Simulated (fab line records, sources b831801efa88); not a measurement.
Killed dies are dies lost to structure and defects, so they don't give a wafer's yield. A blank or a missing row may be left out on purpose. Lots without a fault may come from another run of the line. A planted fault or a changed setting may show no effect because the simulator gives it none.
fab line records | flow sky130
record lots=7 wafers=21 last_day=50
route steps=708 shown METAL3@571 VIA3@573
lots that met no fault: from a run of the same line without faults
start_h: hours from the record's first day to the start of the lot's first wafer shown | wait_h: hours since the lot's step before | " the same as in the row above | L1.1+2: a row that stands for several wafers | - no value, or no start given | * or withheld: withheld | < > ~ a bound
route shown NAME@n: a module of which the file shows steps, and the number in the route of the first | usual: mean/standard deviation of fault-free wafers | same: alike in all rows | chamber/n: place in a boat | sites: the reading at each site | _std_site: their standard deviation | _edge_site: outer sites' mean less inner sites' | radius_mm: how far each site lies from the wafer's centre | mask NAME#n: copy n | behind: the tool/chamber that last shaped the wafer | hold: why the lot was held/for how many hours/how that ended | device: the transistor (n, p or np) that didn't switch | end of line: the same wafers' tests at the end of the route | a step without rows: its recipe alone | killed: dies lost to structure and defects at the first sort, not the wafer's yield | map: a wafer's dies, x killed, . not, _ none there
set.NAME: the setting as run; set.NAME@STEP: as run at that earlier step | model.NAME: the simulator's own value behind a step, which no gauge read
lots at some steps of the route; a table a step, a row a wafer
services: from which hour (start_h, from the record's first day; less than 0 if before it) a tool's chamber was out of use, for how many hours, and why
## steps
# step SKY_METAL3_CLEAN_21
# recipe chemistry=IPA time_s=180 temp_c=25
# step SKY_METAL3_CLEAN_22
# recipe chemistry=O3/DIW dry=n2_spin
# step SKY_VIA3_HDPCVD_00
# recipe material=SiO2 target_thk_nm=1635 sigma_open_frac=0.3 time_s=272.5 temp_c=400 sih4_flow_sccm=60 pressure_mtorr=6
# step SKY_VIA3_THK_MEAS_01
# recipe reads=SiO2_of_VIA3_HDPCVD_00
# usual VIA3_HDPCVD_THK=1637/17
# columns lot.wafer tool chamber start_h wait_h VIA3_HDPCVD_THK[nm]
L679.1 film_metro-01 - 894.18 0.1 1651
L679.3 " - " " 1625
L679.6 " - " " 1665
L680.2 film_metro-01 - 918.39 0.1 1655
L680.3 " - " " 1632
L680.4 " - " " 1663
L687.3 film_metro-01 - 979.30 0.1 1666
L687.4 " - " " 1656
L687.6 " - " " 1645
L688.2 film_metro-03 - 979.50 0.1 1614
L688.5 " - " " 1625
L688.6 " - " " 1611
L689.1 film_metro-01 - 980.47 0.1 1647
L689.2 " - " " 1641
L689.3 " - " " 1662
L698.2 film_metro-02 - 1043.97 0.1 1632
L698.4 " - " " 1618
L698.6 " - " " 1631
L700.1 film_metro-03 - 1050.97 0.1 1635
L700.3 " - " " 1656
L700.6 " - " " 1671
# step SKY_VIA3_CMP_02
# recipe material=SiO2 down_force_psi=4 platen_rpm=60 pad_velocity_m_s=0.94248
# usual head_pressure_psi=4.002/0.009 motor_current_A=11.8/1.5
# columns lot.wafer tool chamber start_h wait_h head_pressure_psi motor_current_A
L679.3 cmp-02 0 894.24 0.0 4.016 11.5
L679.1 " 1 " " 4.004 10.6
L679.6 " 1 " " 3.995 10.2
L680.4 cmp-02 0 918.49 0.1 3.995 11.4
L680.3 " 1 " " 3.998 10.6
L680.2 " 2 " " 4.015 11.4
L687.4 cmp-01 2 979.34 0.0 3.995 15.2
L687.3 " 3 " " 4.000 13.8
L687.6 " 2 " " 3.990 15.4
L688.2 cmp-02 1 979.60 0.1 3.999 11.1
L688.5 " 0 " " 4.008 10.6
L688.6 " 1 " " 4.005 10.3
L689.3 cmp-02 0 980.53 0.0 4.009 10.8
L689.2 " 1 " " 4.004 10.2
L689.1 " 3 " " 4.004 13.3
L698.4 cmp-01 2 1045.63 1.6 3.999 15.2
L698.2 " 3 " " 4.005 13.7
L698.6 " 1 " " 4.003 10.5
L700.1 cmp-01 2 1055.21 4.2 4.008 15.2
L700.3 " 3 " " 4.012 14.0
L700.6 " 3 " " 3.999 13.7
# step SKY_VIA3_BOW_MEAS_03
# recipe mode=bow
# usual VIA3_BOW=80/7.9
# columns lot.wafer tool chamber start_h wait_h VIA3_BOW[um]
L679.1 film_metro-02 - 894.54 0.2 93
L679.3 " - " " 78
L679.6 " - " " 70
L680.2 film_metro-03 - 918.76 0.1 70
L680.3 " - " " 79
L680.4 " - " " 76
L687.3 film_metro-01 - 979.68 0.2 80
L687.4 " - " " 76
L687.6 " - " " 86
L688.2 film_metro-03 - 979.87 0.2 89
L688.5 " - " " 79
L688.6 " - " " 80
L689.1 film_metro-02 - 980.83 0.1 85
L689.2 " - " " 78
L689.3 " - " " 85
L698.2 film_metro-03 - 1045.93 0.2 74
L698.4 " - " " 76
L698.6 " - " " 86
L700.1 film_metro-01 - 1055.51 0.2 71
L700.3 " - " " 69
L700.6 " - " " 80
# step SKY_VIA3_DEHYDRATE_04
# recipe temp_c=200 time_s=60
# step SKY_VIA3_HMDS_05
# recipe prime_time_s=60 prime_temp_c=120
# step SKY_VIA3_COAT_06
# recipe resist=BARC temp_c=withheld time_s=withheld spin_rpm=3000 resist_thk_nm=60
# step SKY_VIA3_COAT_07
# recipe resist=KrF-thick spin_rpm=3000 resist_thk_nm=450
# step SKY_VIA3_SOFTBAKE_08
# recipe temp_c=100 time_s=90 resist=KrF-thick
# step SKY_VIA3_EXPOSE_09
# recipe mask_id=VIM3 na=0.8 source_shape=annular sigma_inner=0.55 sigma_outer=0.85 target_cd_nm=200 dose_mj=38
# step SKY_VIA3_PEB_10
# recipe peb_temp_c=withheld peb_time_s=withheld resist=KrF-thick
# usual chill_plate_temp_C=* exhaust_pa=45.1/0.87
# columns lot.wafer tool chamber start_h wait_h chill_plate_temp_C exhaust_pa
L679.1 litho_track-01 0 919 - * 45.1
L679.3 " 0 " " * 44.8
L679.6 " 0 " " * 46.6
L680.2 litho_track-02 0 942 - * 43.5
L680.3 " 0 " " * 45.3
L680.4 " 0 " " * 45.0
L687.3 litho_track-01 - 1001 - - -
L687.4 " - " " - -
L687.6 " - " " - -
L688.2 litho_track-04 - 1002 - - -
L688.5 " - " " - -
L688.6 " - " " - -
L689.1 litho_track-02 - 1003 - - -
L689.2 " - " " - -
L689.3 " - " " - -
L698.2 litho_track-02 0 1064 - * 45.8
L698.4 " 0 " " * 45.6
L698.6 " 0 1065 - * 46.0
L700.1 litho_track-02 0 1075 - * 44.6
L700.3 " 0 " " * 45.7
L700.6 " 0 " " * 45.3
# step SKY_VIA3_DEVELOP_11
# recipe develop_time_s=60 resist=KrF-thick dev_temp_c=21
## services
# columns tool chamber start_h hours kind
cmp-01 - 877.56 12.4 pm
cmp-01 - 891.24 0.6 repair
cmp-02 - 912.47 4.0 pm
cmp-02 - 916.47 - consumable_replace:conditioner
cmp-02 - 916.47 - consumable_replace:pad
cmp-02 - 926.17 1.0 repair
cmp-01 - 1016.77 4.9 pm
cmp-02 - 1038.51 10.4 pm
cmp-02 - 1049.64 1.3 repair
cmp-01 - 1072.86 1.1 repair
## key
first_sign step=SKY_VIA3_PEB_10 reading=tool_record direction=missing
effect none on later readings
met_at SKY_VIA3_PEB_10
struck_wafers L687.3,L687.4,L687.6,L688.2,L688.5,L688.6,L689.1,L689.2,L689.3
later_rows_left_out L687.3,L687.4,L687.6,L688.2,L688.5,L688.6,L689.1,L689.2,L689.3
sort_left_out L687.3,L687.4,L687.6,L688.2,L688.5,L688.6,L689.1,L689.2,L689.3
fault kind=skipped_step_whole tool=litho_track-01,litho_track-02,litho_track-04 chamber=- onset_h=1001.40 steps=SKY_VIA3_PEB_10 scope=struck_lots_only
# sort_left_out: the simulated sort isn't trusted on such a fault, so these wafers' sort isn't shown, and their yield isn't known
# later_rows_left_out: the simulator's readings of these wafers behind a module that went badly wrong aren't trusted and aren't shown, but for the sort
